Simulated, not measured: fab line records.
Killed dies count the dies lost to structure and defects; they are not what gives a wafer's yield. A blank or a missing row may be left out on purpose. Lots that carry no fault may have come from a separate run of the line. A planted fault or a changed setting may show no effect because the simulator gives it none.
A lot that was struck, set against a sound lot | flow sfq line | 17 steps out of a route of 325
Sound: the wafers L588.1, L588.4, L588.6. Struck: wafers L599.1, L599.3, L599.4. The cause is given at the end.
Order at every step that has rows: each side's tool, ch and its chambers, its first start. Under that, the readings that differ: sound wafers | struck wafers | difference of the means | sigmas: that difference in standard deviations of wafers without a fault.
alike: readings with means less than 2 such deviations apart, plus words and numbers identical on both sides. not compared: withheld readings, readings lacking a value on some wafer, bounds such as >300 that could conceal the same value, and numbers that have no deviation in the record and whose values overlap.
The two part at a step that has a row with sigmas, a row that says differs or no value, or rows on one side only. Numbers that don't overlap but have no deviation are shown without sigmas and don't part them. Lack of a reading on every wafer of one side parts them only where that side has two or more wafers.

SFQ_TRILAYER_I1_VIA_BARC_OPEN_VIA_ETCH_071: etches BARC in O2, target depth 125 nm, time 41.7 s.
  sound on rie diel-03 ch 0,1,2, day 24 04:47; struck on rie diel-03 ch 2,3, day 29 01:15
  alike: drypump motor current A, oes product au, rf fwd power W
  not compared: rf hours counter h
SFQ_TRILAYER_I1_VIA_ETCH_VIA_ETCH_052: etches SiO2 in CHF3, stops on Nb, target depth 260 nm.
  sound on rie diel-03 ch 0,1,2, day 24 04:49; struck on rie diel-03 ch 2,3, day 29 01:17
  reading               | sound             | struck            | difference | sigmas
  oes product au (a.u.) | 0.859 0.865 0.862 | 0.850 0.854 0.847 | -0.012     | -2
  alike: drypump motor current A, rf fwd power W
SFQ_TRILAYER_I1_VIA_STRIP_STRIP_053: strips in O2.
  sound on rie metal-01 ch 0,1, day 24 04:56; struck on rie metal-01 ch 0,1, day 29 01:24
  alike: drypump motor current A, oes product au
  not compared: rf hours counter h
then, 2 steps without rows for these wafers: SFQ_TRILAYER_I1_VIA_STRIP_SOLV_CLEAN_054 (cleans in NMP, time 600 s); SFQ_TRILAYER_M2_DEP_PRE_CLEAN_056 (time 22.5 s).
SFQ_TRILAYER_M2_DEP_SPUTTER_055: material Nb, target thk 200 nm, time 133.3 s.
  sound on pvd sputter-05 at day 24 05:44; struck on pvd sputter-06 at day 29 02:12
  alike: chamber pressure pa, substrate temp c, throttle valve pct
SFQ_M2_RS_MEAS_914: a four-point-probe measurement.
  sound on film metro-01 at day 24 05:50; struck on film metro-03 at day 29 02:17
  alike: M2_NB_RS
then, 4 steps without rows for these wafers: SFQ_TRILAYER_M2_LITHO_COAT_062 (resist thk 62 nm); SFQ_TRILAYER_M2_LITHO_COAT_057 (resist thk 600 nm); SFQ_TRILAYER_M2_LITHO_SOFTBAKE_061; SFQ_TRILAYER_M2_LITHO_EXPOSE_058 (exposes mask M2, target cd 500 nm).
-- the record jumps here: 7 days lie between the struck wafers' starts before and after --
SFQ_TRILAYER_M2_LITHO_PEB_060: peb time 60 s.
  sound on litho track-02 ch 0, day 30 20:37; struck on litho track-04 ch 0, day 35 14:44
  reading                  | sound             | struck            | difference | sigmas
  heater power total W (W) | 79.19 79.19 79.14 | 85.79 85.50 85.59 | +6.45      | +88
then, 1 step without rows for these wafers: SFQ_TRILAYER_M2_LITHO_DEVELOP_059 (time 60 s).
SFQ_M2_OVL_MEAS_916:
  sound on overlay-02 at day 30 20:55; struck on overlay-02 at day 35 15:02
  alike: M2_OVL
SFQ_TRILAYER_M2_BARC_OPEN_METAL_ETCH_077: etches BARC in O2, target depth 125 nm, time 43.11 s.
  sound on rie metal-02 ch 0,1, day 30 20:57; struck on rie metal-04 ch 0,1, day 35 15:05
  reading             | sound             | struck            | difference | sigmas
  model.M2.cd nm (nm) | 500.2 501.1 499.9 | 538.1 537.5 537.7 | +37.4      |
  alike: drypump motor current A, oes product au
  not compared: rf hours counter h
SFQ_TRILAYER_M2_ETCH_METAL_ETCH_060: etches Nb in Cl2/Ar, stops on SiO2, target depth 240 nm, time 120 s.
  sound on rie metal-02 ch 0,1, day 30 21:01; struck on rie metal-04 ch 0,1, day 35 15:08
  reading             | sound           | struck            | difference | sigmas
  model.M2.cd nm (nm) | 499 500.9 500.3 | 537.4 538.2 536.4 | +37.3      |
  alike: drypump motor current A, oes product au, rf fwd power W
  not compared: rf hours counter h
SFQ_TRILAYER_M2_STRIP_STRIP_061: strips in O2.
  sound on rie metal-02 ch 0,1, day 30 21:08; struck on rie metal-04 ch 0,1, day 35 15:16
  alike: drypump motor current A, oes product au
  not compared: rf hours counter h

== WHERE THEY PART ==
First at SFQ_TRILAYER_I1_VIA_ETCH_VIA_ETCH_052; last, within this record, at SFQ_TRILAYER_M2_LITHO_PEB_060. Later steps at which nothing parts them and some readings are alike: SFQ_M2_OVL_MEAS_916, SFQ_TRILAYER_M2_BARC_OPEN_METAL_ETCH_077, SFQ_TRILAYER_M2_ETCH_METAL_ETCH_060, SFQ_TRILAYER_M2_STRIP_STRIP_061.

WHY: what the simulator had put in
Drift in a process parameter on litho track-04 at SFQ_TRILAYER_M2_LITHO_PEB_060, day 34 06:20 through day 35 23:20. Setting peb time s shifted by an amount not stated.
